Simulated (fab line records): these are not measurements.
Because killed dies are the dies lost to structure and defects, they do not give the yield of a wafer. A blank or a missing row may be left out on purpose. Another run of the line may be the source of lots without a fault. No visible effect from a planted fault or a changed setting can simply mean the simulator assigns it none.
fab line records + flow gf180mcu
record:
- lots: 15
- wafers: 44
- last_day: 34
route steps=602 shown SALICIDE@281 M2@378 V2@404
lots that met no fault: taken from a fault-free run of the same line
start_h: hours from the record's opening day to when the first of the lot's shown wafers began + wait_h: hours from the lot's prior step to this one + " as in the row above + L1.1+2: one row covering several wafers at once + - no value, or no start was given + * or withheld: withheld + < > ~ a bound
route shown NAME@n: NAME is a module with steps in the file, n the number in the route of the first one + usual: mean/standard deviation taken from wafers without a fault + same: alike in all rows + chamber/n: place in a boat + sites: readings site by site + _std_site: standard deviation across them + _edge_site: outer sites' mean less inner sites' + radius_mm: how far each site lies from the wafer's centre + mask NAME#n: copy n + behind: tool/chamber where the wafer was last shaped + hold: what put the lot on hold/how long, in hours/how the hold closed + device: the transistor (n, p or np) that didn't switch + end of line: the route-end tests of the same wafers + for a step that has no rows: nothing shown but its recipe + killed: count of dies lost to structure and defects at first sort (not the wafer's yield) + map: shows each die of a wafer: x if killed, . if not, _ if none is there
set.NAME: the setting the step ran with; set.NAME@STEP: the setting that earlier step ran with + model.NAME: the simulator's own value behind a step, which no gauge read
steps of the route over a sample of lots; a table a step, a row a wafer
services: from which hour (start_h, from the record's first day; less than 0 if before it) a tool's chamber was out of use, for how many hours, and why
== steps ==
step: GF_SALICIDE_SPUTTER_03
recipe:
- material: TiN
- target_thk_nm: 20
- power_w: 6500
- time_s: 16.7
- chamber_pressure_pa: 0.4
usual:
- cathode_dc_power_W: 6499.9/1.1
- throttle_valve_pct: 29.5/1.1
| lot.wafer | tool           | chamber | start_h | wait_h | cathode_dc_power_W | throttle_valve_pct |
|-----------|----------------|---------|---------|--------|--------------------|--------------------|
| L885.3    | pvd_sputter-03 | -       | 353.49  | 0.0    | 6500.3             | 30.6               |
| L885.4    | "              | -       | "       | "      | 6499.5             | 29.2               |
| L885.5    | "              | -       | "       | "      | 6500.7             | 30.5               |
| L886.2    | pvd_sputter-02 | -       | 359.68  | 0.0    | 6499.5             | 28.5               |
| L886.3    | "              | -       | "       | "      | 6498.7             | 29.9               |
| L886.6    | "              | -       | "       | "      | 6500.0             | 29.5               |
| L887.1    | pvd_sputter-04 | -       | 370.38  | 0.0    | 6498.6             | 31.4               |
| L887.3    | "              | -       | "       | "      | 6498.7             | 29.2               |
| L887.6    | "              | -       | "       | "      | 6500.3             | 29.7               |
| L888.1    | pvd_sputter-03 | -       | 378.28  | 0.0    | 6500.0             | 27.4               |
| L888.4    | "              | -       | "       | "      | 6500.3             | 29.2               |
| L888.6    | "              | -       | "       | "      | 6500.8             | 30.5               |
| L889.1    | pvd_sputter-03 | -       | 383.08  | 0.0    | 6498.9             | 30.9               |
| L889.3    | "              | -       | "       | "      | 6501.8             | 27.5               |
| L889.6    | "              | -       | "       | "      | 6501.5             | 27.5               |
| L890.2    | pvd_sputter-03 | -       | 397.02  | 0.0    | 6500.2             | 30.7               |
| L890.3    | "              | -       | "       | "      | 6499.6             | 29.2               |
| L890.6    | "              | -       | "       | "      | 6500.5             | 29.3               |
| L891.1    | pvd_sputter-03 | -       | 402.89  | 0.0    | 6503.1             | 29.1               |
| L891.4    | "              | -       | "       | "      | 6499.7             | 27.4               |
| L891.6    | "              | -       | "       | "      | 6499.3             | 27.6               |
| L892.2    | pvd_sputter-03 | -       | 406.36  | 0.0    | 6501.9             | 27.5               |
| L892.3    | "              | -       | "       | "      | 6499.7             | 29.2               |
| L892.5    | "              | -       | "       | "      | 6500.6             | 27.6               |
| L893.2    | pvd_sputter-02 | -       | 418.68  | 0.0    | 6499.1             | 29.5               |
| L893.4    | "              | -       | "       | "      | 6498.7             | 28.6               |
| L893.5    | "              | -       | "       | "      | 6500.6             | 29.5               |
| L894.1    | pvd_sputter-04 | -       | 430.12  | 0.0    | 6499.2             | 29.7               |
| L894.2    | "              | -       | "       | "      | 6500.5             | 28.4               |
| L894.3    | "              | -       | "       | "      | 6501.6             | 31.3               |
| L896.2    | pvd_sputter-04 | -       | 443.97  | 0.0    | 6501.3             | 29.4               |
| L896.5    | "              | -       | "       | "      | 6500.3             | 28.4               |
| L903.1    | pvd_sputter-04 | -       | 505.48  | 0.0    | 6499.6             | 29.6               |
| L903.2    | "              | -       | "       | "      | 6499.8             | 28.5               |
| L903.5    | "              | -       | "       | "      | 6498.5             | 29.4               |
| L904.1    | pvd_sputter-04 | -       | 513.63  | 0.0    | 6501.5             | 30.3               |
| L904.2    | "              | -       | "       | "      | 6499.8             | 29.2               |
| L904.4    | "              | -       | "       | "      | 6500.3             | 28.4               |
| L905.1    | pvd_sputter-04 | -       | 515.34  | 0.0    | 6501.4             | 31.3               |
| L905.3    | "              | -       | "       | "      | 6499.6             | 30.4               |
| L905.5    | "              | -       | "       | "      | 6500.3             | 28.5               |
| L906.1    | pvd_sputter-02 | -       | 522.78  | 0.0    | 6500.0             | 28.3               |
| L906.4    | "              | -       | "       | "      | 6500.0             | 29.7               |
| L906.5    | "              | -       | "       | "      | 6498.9             | 28.6               |
step: GF_M2_METAL_ETCH_16
recipe:
- chemistry: Cl2/BCl3
- mask_material: KrF
- target_depth_nm: 750.8
- stop_on: SiO2
- pressure_mtorr: 8
- icp_w: 800
- bias_w: 140
- Cl2_flow_sccm: 80
- bcl3_flow_sccm: 40
- time_s: 125.1
usual:
- drypump_motor_current_A: 5.49/0.26
- he_backside_leak_sccm: 3.5/0.33
- oes_product_au: 0.992/0.0054
- throttle_valve_pct: 28.227/0.0091
| lot.wafer | tool         | chamber | start_h | wait_h | drypump_motor_current_A | he_backside_leak_sccm | oes_product_au | rf_hours_counter_h | throttle_valve_pct |
|-----------|--------------|---------|---------|--------|-------------------------|-----------------------|----------------|--------------------|--------------------|
| L885.3    | rie_metal-04 | 0       | 452.20  | 0.1    | 5.34                    | 3.6                   | 0.995          | -                  | 28.231             |
| L885.4    | "            | 1       | "       | "      | 5.03                    | 2.9                   | 0.979          | -                  | 28.238             |
| L885.5    | "            | 1       | "       | "      | 5.00                    | 3.2                   | 0.986          | -                  | 28.242             |
| L886.2    | rie_metal-04 | 1       | 458.91  | 0.0    | 4.98                    | 3.2                   | 0.995          | 11                 | 28.219             |
| L886.3    | "            | 1       | "       | "      | 5.00                    | 3.3                   | 0.989          | -                  | 28.227             |
| L886.6    | "            | 0       | "       | "      | 5.36                    | 3.5                   | 0.996          | -                  | 28.223             |
| L887.1    | rie_metal-03 | 0       | 470.31  | 0.0    | 5.55                    | 3.5                   | 0.983          | 0                  | 28.228             |
| L887.3    | "            | 0       | "       | "      | 5.56                    | 3.6                   | 0.994          | -                  | 28.226             |
| L887.6    | "            | 0       | "       | "      | 5.53                    | 3.6                   | 0.990          | -                  | 28.239             |
| L888.1    | rie_metal-03 | 0       | 479.50  | 0.0    | 5.54                    | 3.4                   | 0.990          | 1                  | 28.244             |
| L888.4    | "            | 0       | "       | "      | 5.53                    | 3.3                   | 0.999          | -                  | 28.237             |
| L888.6    | "            | 0       | "       | "      | 5.55                    | 3.5                   | 0.988          | -                  | 28.230             |
| L889.1    | rie_metal-03 | 0       | 485.12  | 0.0    | 5.54                    | 3.5                   | 0.994          | 1                  | 28.238             |
| L889.3    | "            | 0       | "       | "      | 5.54                    | 3.6                   | 0.992          | -                  | 28.241             |
| L889.6    | "            | 0       | "       | "      | 5.56                    | 4.7                   | 0.992          | -                  | 28.227             |
| L890.2    | rie_metal-04 | 1       | 499.20  | 0.0    | 5.01                    | 3.4                   | 0.985          | 13                 | 28.229             |
| L890.3    | "            | 0       | "       | "      | 5.34                    | 3.4                   | 0.987          | -                  | 28.214             |
| L890.6    | "            | 1       | "       | "      | 5.01                    | 3.3                   | 0.981          | -                  | 28.227             |
| L891.1    | rie_metal-03 | 0       | 504.52  | 0.0    | 5.54                    | 3.5                   | 0.991          | 2                  | 28.224             |
| L891.4    | "            | 0       | "       | "      | 5.56                    | 3.5                   | 0.984          | -                  | 28.239             |
| L891.6    | "            | 0       | "       | "      | 5.56                    | 3.4                   | 0.993          | -                  | 28.239             |
| L892.2    | rie_metal-03 | 1       | 510.00  | 0.0    | 5.66                    | 3.7                   | 1.002          | 10                 | 28.215             |
| L892.3    | "            | 1       | "       | "      | 5.64                    | 3.2                   | 1.002          | -                  | 28.230             |
| L892.5    | "            | 0       | "       | "      | 5.58                    | 3.3                   | 0.992          | -                  | 28.218             |
| L893.2    | rie_metal-03 | 0       | 520.02  | 0.0    | 5.56                    | 3.5                   | 0.800          | 3                  | 28.418             |
| L893.4    | "            | 1       | "       | "      | 5.66                    | 3.5                   | 0.997          | -                  | 28.217             |
| L893.5    | "            | 0       | "       | "      | 5.58                    | 3.5                   | 0.997          | -                  | 28.222             |
| L894.1    | rie_metal-03 | 0       | 532.15  | 0.0    | 5.52                    | 3.7                   | 0.994          | 3                  | 28.210             |
| L894.2    | "            | 1       | "       | "      | 5.65                    | 3.4                   | 0.830          | 11                 | 28.423             |
| L894.3    | "            | 0       | "       | "      | 5.57                    | 3.3                   | 0.808          | -                  | 28.418             |
| L896.2    | rie_metal-03 | 1       | 542.76  | 0.0    | 5.66                    | 3.4                   | 0.802          | 11                 | 28.429             |
| L896.5    | "            | 1       | "       | "      | 5.66                    | 3.4                   | 0.997          | -                  | 28.231             |
| L903.1    | rie_metal-04 | 0       | 600.80  | 0.0    | 5.37                    | 3.4                   | 0.997          | 13                 | 28.219             |
| L903.2    | "            | 1       | "       | "      | 4.98                    | 3.4                   | 0.990          | 1                  | 28.229             |
| L903.5    | "            | 0       | "       | "      | 5.37                    | 3.5                   | 0.992          | -                  | 28.221             |
| L904.1    | rie_metal-03 | 0       | 607.37  | 0.0    | 5.56                    | 3.6                   | 0.996          | 5                  | 28.219             |
| L904.2    | "            | 0       | "       | "      | 5.51                    | 3.3                   | 0.991          | -                  | 28.233             |
| L904.4    | "            | 0       | "       | "      | 5.55                    | 3.3                   | 0.993          | -                  | 28.229             |
| L905.1    | rie_metal-03 | 0       | 609.82  | 0.0    | 5.56                    | 3.6                   | 0.990          | 6                  | 28.224             |
| L905.3    | "            | 0       | "       | "      | 5.53                    | 3.5                   | 0.989          | -                  | 28.240             |
| L905.5    | "            | 0       | "       | "      | 5.56                    | 3.7                   | 0.986          | -                  | 28.233             |
| L906.1    | rie_metal-03 | 0       | 615.66  | 0.0    | 5.57                    | 3.5                   | 0.990          | 6                  | 28.246             |
| L906.4    | "            | 0       | "       | "      | 5.54                    | 3.4                   | 0.989          | -                  | 28.211             |
| L906.5    | "            | 0       | "       | "      | 5.55                    | 3.3                   | 0.999          | -                  | 28.246             |
step: GF_M2_STRIP_17
recipe:
- chemistry: O2/N2
- power_w: 1400
- pressure_mtorr: 1500
- platen_temp_c: 250
- o2_flow_sccm: 3000
- n2_flow_sccm: 300
- overash_fraction: 0.5
usual:
- drypump_motor_current_A: 5.9/0.31
- heater_power_w: 315/20
- oes_product_au: 0.535/0.0056
- strip_time_to_endpoint_s: 7.34/0.068
| lot.wafer | tool            | chamber | start_h | wait_h | drypump_motor_current_A | heater_power_w | oes_product_au | rf_hours_counter_h | strip_time_to_endpoint_s |
|-----------|-----------------|---------|---------|--------|-------------------------|----------------|----------------|--------------------|--------------------------|
| L885.3    | plasma_asher-04 | 1       | 452.32  | 0.1    | 5.5                     | 283            | 0.525          | -                  | 7.31                     |
| L885.4    | "               | 0       | "       | "      | 6.1                     | 347            | 0.532          | -                  | 7.38                     |
| L885.5    | "               | 1       | "       | "      | 5.5                     | 277            | 0.539          | -                  | 7.38                     |
| L886.2    | plasma_asher-01 | 1       | 459.03  | 0.1    | 6.1                     | 308            | 0.530          | 76                 | 7.38                     |
| L886.3    | "               | 0       | "       | "      | 5.7                     | 311            | 0.524          | -                  | 7.41                     |
| L886.6    | "               | 0       | "       | "      | 5.7                     | 307            | 0.533          | -                  | 7.28                     |
| L887.1    | plasma_asher-02 | 1       | 470.57  | 0.2    | 5.7                     | 327            | 0.541          | 69                 | 7.39                     |
| L887.3    | "               | 0       | "       | "      | 6.5                     | 327            | 0.533          | -                  | 7.39                     |
| L887.6    | "               | 1       | "       | "      | 5.7                     | 314            | 0.536          | -                  | 7.40                     |
| L888.1    | plasma_asher-04 | 0       | 479.76  | 0.2    | 6.1                     | 342            | 0.540          | 5                  | 7.43                     |
| L888.4    | "               | 1       | "       | "      | 5.5                     | 285            | 0.540          | -                  | 7.38                     |
| L888.6    | "               | 1       | "       | "      | 5.5                     | 288            | 0.530          | -                  | 7.35                     |
| L889.1    | plasma_asher-01 | 1       | 485.38  | 0.2    | 6.1                     | 309            | 0.537          | 79                 | 7.37                     |
| L889.3    | "               | 0       | "       | "      | 5.7                     | 305            | 0.531          | -                  | 7.36                     |
| L889.6    | "               | 1       | "       | "      | 6.1                     | 311            | 0.536          | -                  | 7.34                     |
| L890.2    | plasma_asher-02 | 1       | 499.33  | 0.1    | 5.7                     | 323            | 0.546          | 73                 | 7.41                     |
| L890.3    | "               | 0       | "       | "      | 6.5                     | 328            | 0.538          | -                  | 7.29                     |
| L890.6    | "               | 0       | "       | "      | 6.5                     | 329            | 0.540          | -                  | 7.38                     |
| L891.1    | plasma_asher-01 | 0       | 504.78  | 0.2    | 5.7                     | 311            | 0.534          | 81                 | 7.38                     |
| L891.4    | "               | 0       | "       | "      | 5.7                     | 310            | 0.533          | -                  | 7.41                     |
| L891.6    | "               | 0       | "       | "      | 5.7                     | 319            | 0.534          | -                  | 7.39                     |
| L892.2    | plasma_asher-02 | 0       | 510.13  | 0.1    | 6.5                     | 332            | 0.532          | 74                 | 7.25                     |
| L892.3    | "               | 1       | "       | "      | 5.7                     | 303            | 0.535          | -                  | 7.23                     |
| L892.5    | "               | 1       | "       | "      | 5.7                     | 306            | 0.537          | -                  | 7.29                     |
| L893.2    | plasma_asher-04 | 0       | 520.15  | 0.1    | 6.1                     | 353            | 0.571          | 10                 | 8.25                     |
| L893.4    | "               | 0       | "       | "      | 6.1                     | 340            | 0.540          | -                  | 7.21                     |
| L893.5    | "               | 0       | "       | "      | 6.1                     | 347            | 0.523          | -                  | 7.23                     |
| L894.1    | plasma_asher-01 | 1       | 532.28  | 0.1    | 6.1                     | 318            | 0.529          | 84                 | 7.28                     |
| L894.2    | "               | 0       | "       | "      | 5.7                     | 317            | 0.569          | 84                 | 8.18                     |
| L894.3    | "               | 0       | "       | "      | 5.7                     | 313            | 0.576          | -                  | 8.20                     |
| L896.2    | plasma_asher-02 | 0       | 542.89  | 0.1    | 6.4                     | 332            | 0.571          | 78                 | 8.25                     |
| L896.5    | "               | 0       | "       | "      | 6.4                     | 332            | 0.539          | -                  | 7.35                     |
| L903.1    | plasma_asher-04 | 0       | 600.93  | 0.1    | 6.1                     | 332            | 0.527          | 19                 | 7.20                     |
| L903.2    | "               | 1       | "       | "      | 5.5                     | 284            | 0.542          | 19                 | 7.32                     |
| L903.5    | "               | 1       | "       | "      | 5.5                     | 287            | 0.531          | -                  | 7.25                     |
| L904.1    | plasma_asher-04 | 0       | 607.63  | 0.2    | 6.1                     | 335            | 0.536          | 20                 | 7.40                     |
| L904.2    | "               | 1       | "       | "      | 5.5                     | 284            | 0.539          | 20                 | 7.37                     |
| L904.4    | "               | 0       | "       | "      | 6.1                     | 348            | 0.533          | -                  | 7.39                     |
| L905.1    | plasma_asher-02 | 0       | 610.08  | 0.2    | 6.4                     | 344            | 0.542          | 84                 | 7.46                     |
| L905.3    | "               | 1       | "       | "      | 5.7                     | 314            | 0.544          | -                  | 7.43                     |
| L905.5    | "               | 0       | "       | "      | 6.5                     | 326            | 0.543          | -                  | 7.39                     |
| L906.1    | plasma_asher-01 | 0       | 615.92  | 0.2    | 5.7                     | 314            | 0.544          | 92                 | 7.41                     |
| L906.4    | "               | 1       | "       | "      | 6.1                     | 308            | 0.531          | -                  | 7.38                     |
| L906.5    | "               | 1       | "       | "      | 6.1                     | 314            | 0.530          | -                  | 7.39                     |
step: GF_V2_SPUTTER_22
recipe:
- material: TiN
- target_thk_nm: 10
- chamber_pressure_pa: 5
- power_w: 4000
- time_s: 40
usual:
- cathode_dc_power_W: 3999.9/0.74
- throttle_valve_pct: 30.0/1
| lot.wafer | tool           | chamber | start_h | wait_h | cathode_dc_power_W | throttle_valve_pct |
|-----------|----------------|---------|---------|--------|--------------------|--------------------|
| L885.3    | pvd_sputter-01 | -       | 478.90  | 0.0    | 3999.5             | 30.7               |
| L885.4    | "              | -       | "       | "      | 3999.6             | 30.7               |
| L885.5    | "              | -       | "       | "      | 4000.5             | 29.6               |
| L886.2    | pvd_sputter-04 | -       | 485.37  | 0.0    | 3999.5             | 28.7               |
| L886.3    | "              | -       | "       | "      | 4000.1             | 31.2               |
| L886.6    | "              | -       | "       | "      | 4000.0             | 31.3               |
| L887.1    | pvd_sputter-01 | -       | 496.58  | 0.0    | 3998.8             | 29.6               |
| L887.3    | "              | -       | "       | "      | 4000.3             | 30.7               |
| L887.6    | "              | -       | "       | "      | 3999.5             | 30.7               |
| L888.1    | pvd_sputter-01 | -       | 505.84  | 0.0    | 3999.9             | 30.6               |
| L888.4    | "              | -       | "       | "      | 3999.3             | 30.6               |
| L888.6    | "              | -       | "       | "      | 3998.0             | 29.7               |
| L889.1    | pvd_sputter-01 | -       | 511.08  | 0.0    | 4000.4             | 29.5               |
| L889.3    | "              | -       | "       | "      | 4000.5             | 30.4               |
| L889.6    | "              | -       | "       | "      | 4000.7             | 30.8               |
| L890.2    | pvd_sputter-01 | -       | 524.74  | 0.0    | 4000.5             | 30.4               |
| L890.3    | "              | -       | "       | "      | 4001.2             | 30.7               |
| L890.6    | "              | -       | "       | "      | 4000.9             | 30.7               |
| L891.1    | pvd_sputter-03 | -       | 529.98  | 0.0    | 4000.3             | 30.5               |
| L891.4    | "              | -       | "       | "      | 3999.8             | 30.9               |
| L891.6    | "              | -       | "       | "      | 3999.2             | 30.8               |
| L892.2    | pvd_sputter-04 | -       | 535.53  | 0.0    | 3999.6             | 30.9               |
| L892.3    | "              | -       | "       | "      | 4000.3             | 29.7               |
| L892.5    | "              | -       | "       | "      | 3999.7             | 31.0               |
| L893.4    | pvd_sputter-04 | -       | 544.98  | 0.0    | 4000.1             | 30.7               |
| L893.5    | "              | -       | "       | "      | 4000.1             | 31.3               |
| L894.1    | pvd_sputter-04 | -       | 556.68  | 0.0    | 4000.0             | 28.7               |
| L896.5    | pvd_sputter-04 | -       | 567.93  | 0.0    | 4000.0             | 28.3               |
| L903.1    | pvd_sputter-03 | -       | 623.63  | 0.0    | 4000.9             | 29.2               |
| L903.2    | "              | -       | "       | "      | 3999.2             | 27.5               |
| L903.5    | "              | -       | "       | "      | 3999.9             | 30.6               |
| L904.1    | pvd_sputter-04 | -       | 632.38  | 0.0    | 4000.7             | 31.3               |
| L904.2    | "              | -       | "       | "      | 4000.7             | 28.6               |
| L904.4    | "              | -       | "       | "      | 4000.4             | 30.1               |
| L905.1    | pvd_sputter-03 | -       | 632.68  | 0.0    | 4000.0             | 29.2               |
| L905.3    | "              | -       | "       | "      | 4000.2             | 30.8               |
| L905.5    | "              | -       | "       | "      | 3998.7             | 29.1               |
| L906.1    | pvd_sputter-01 | -       | 638.19  | 0.0    | 3998.6             | 30.4               |
| L906.4    | "              | -       | "       | "      | 3999.2             | 30.7               |
| L906.5    | "              | -       | "       | "      | 4000.9             | 30.8               |
step: GF_V2_THK_MEAS_25
recipe:
- thk_meas_gauge: xrf
- reads: W_of_V2_CVD_23
usual:
- V2_W_THK: 352/5.1
| lot.wafer | tool          | chamber | start_h | wait_h | V2_W_THK[nm] |
|-----------|---------------|---------|---------|--------|--------------|
| L885.3    | film_metro-01 | -       | 479.19  | 0.1    | 344          |
| L885.4    | "             | -       | "       | "      | 346          |
| L885.5    | "             | -       | "       | "      | 345          |
| L886.2    | film_metro-01 | -       | 485.77  | 0.1    | 348          |
| L886.3    | "             | -       | "       | "      | 351          |
| L886.6    | "             | -       | "       | "      | 349          |
| L887.1    | film_metro-02 | -       | 496.85  | 0.1    | 354          |
| L887.3    | "             | -       | "       | "      | 354          |
| L887.6    | "             | -       | "       | "      | 349          |
| L888.1    | film_metro-04 | -       | 506.11  | 0.1    | 352          |
| L888.4    | "             | -       | "       | "      | 358          |
| L888.6    | "             | -       | "       | "      | 355          |
| L889.1    | film_metro-02 | -       | 511.35  | 0.1    | 359          |
| L889.3    | "             | -       | "       | "      | 360          |
| L889.6    | "             | -       | "       | "      | 361          |
| L890.2    | film_metro-02 | -       | 525.02  | 0.1    | 360          |
| L890.3    | "             | -       | "       | "      | 366          |
| L890.6    | "             | -       | "       | "      | 359          |
| L891.1    | film_metro-04 | -       | 530.25  | 0.1    | 347          |
| L891.4    | "             | -       | "       | "      | 345          |
| L891.6    | "             | -       | "       | "      | 345          |
| L892.2    | film_metro-02 | -       | 535.81  | 0.1    | 349          |
| L892.3    | "             | -       | "       | "      | 352          |
| L892.5    | "             | -       | "       | "      | 351          |
| L893.4    | film_metro-02 | -       | 545.28  | 0.1    | 355          |
| L893.5    | "             | -       | "       | "      | 352          |
| L894.1    | film_metro-01 | -       | 556.95  | 0.1    | 358          |
| L896.5    | film_metro-01 | -       | 568.22  | 0.1    | 351          |
| L903.1    | film_metro-01 | -       | 623.90  | 0.1    | 347          |
| L903.2    | "             | -       | "       | "      | 344          |
| L903.5    | "             | -       | "       | "      | 342          |
| L904.1    | film_metro-04 | -       | 632.65  | 0.1    | 342          |
| L904.2    | "             | -       | "       | "      | 343          |
| L904.4    | "             | -       | "       | "      | 342          |
| L905.1    | film_metro-04 | -       | 632.95  | 0.1    | 355          |
| L905.3    | "             | -       | "       | "      | 352          |
| L905.5    | "             | -       | "       | "      | 350          |
| L906.1    | film_metro-02 | -       | 638.46  | 0.1    | 353          |
| L906.4    | "             | -       | "       | "      | 354          |
| L906.5    | "             | -       | "       | "      | 353          |
== services ==
| tool            | chamber | start_h | hours | kind   |
|-----------------|---------|---------|-------|--------|
| plasma_asher-04 | -       | 332.35  | 0.9   | repair |
| pvd_sputter-03  | -       | 334.55  | 11.0  | repair |
| pvd_sputter-04  | -       | 343.37  | 3.7   | repair |
| plasma_asher-01 | -       | 348.17  | 2.1   | repair |
| plasma_asher-04 | -       | 421.25  | 9.0   | pm     |
| rie_metal-03    | 0       | 435.18  | -     | clean  |
| rie_metal-04    | -       | 438.03  | 0.4   | repair |
| pvd_sputter-03  | -       | 444.27  | 2.1   | repair |
| rie_metal-03    | -       | 447.05  | 0.9   | repair |
| plasma_asher-02 | -       | 461.29  | 2.0   | repair |
| rie_metal-03    | 1       | 468.26  | 37.4  | repair |
| pvd_sputter-01  | -       | 488.02  | 1.3   | repair |
| rie_metal-03    | -       | 493.16  | 0.4   | repair |
| pvd_sputter-04  | -       | 507.69  | 3.8   | repair |
| pvd_sputter-03  | -       | 534.35  | 1.0   | repair |
| plasma_asher-02 | -       | 563.00  | 0.8   | repair |
| plasma_asher-02 | -       | 584.16  | 2.3   | repair |
| plasma_asher-02 | -       | 590.12  | 6.2   | repair |
| plasma_asher-01 | -       | 593.71  | 4.0   | pm     |
| pvd_sputter-01  | -       | 605.51  | 0.9   | repair |
| pvd_sputter-03  | -       | 617.91  | 3.2   | repair |
| pvd_sputter-02  | -       | 627.58  | 1.6   | repair |
| rie_metal-03    | 1       | 635.57  | 12.6  | repair |
| plasma_asher-02 | -       | 636.88  | 2.8   | pm     |
== key ==
first_sign:
- step: GF_M2_METAL_ETCH_16
- reading: oes_product_au
- direction: down
- sigmas: 34
- usual: 0.992
- struck: 0.810
effect:
- step: GF_M2_METAL_ETCH_16
- reading: throttle_valve_pct
- direction: up
- sigmas: 21
- usual: 28.227
- struck: 28.422
effect:
- step: GF_M2_STRIP_17
- reading: strip_time_to_endpoint_s
- direction: up
- sigmas: 13
- usual: *
- struck: *
met_at GF_M2_METAL_ETCH_16
struck_lots L893,L894,L896
struck_wafers L893.2,L894.2,L894.3,L896.2
later_rows_left_out L893.2,L894.2,L894.3,L896.2
sort_left_out L893.2,L894.2,L894.3,L896.2
not_acting_at GF_SALICIDE_SPUTTER_03,GF_V2_SPUTTER_22,GF_V2_THK_MEAS_25
onset_between 510.00 520.02
fault:
- kind: process_parameter_drift
- tool: rie_metal-03
- chamber: -
- onset_h: 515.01
- steps: GF_M2_METAL_ETCH_16
- channel: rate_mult
- offset: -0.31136
- shape: step
- end_h: 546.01
- scope: struck_wafers_only
sort_left_out: the simulated sort isn't trusted on such a fault, so these wafers' sort isn't shown, and their yield isn't known
later_rows_left_out: the simulator's readings of these wafers behind a module that went badly wrong aren't trusted and aren't shown, but for the sort
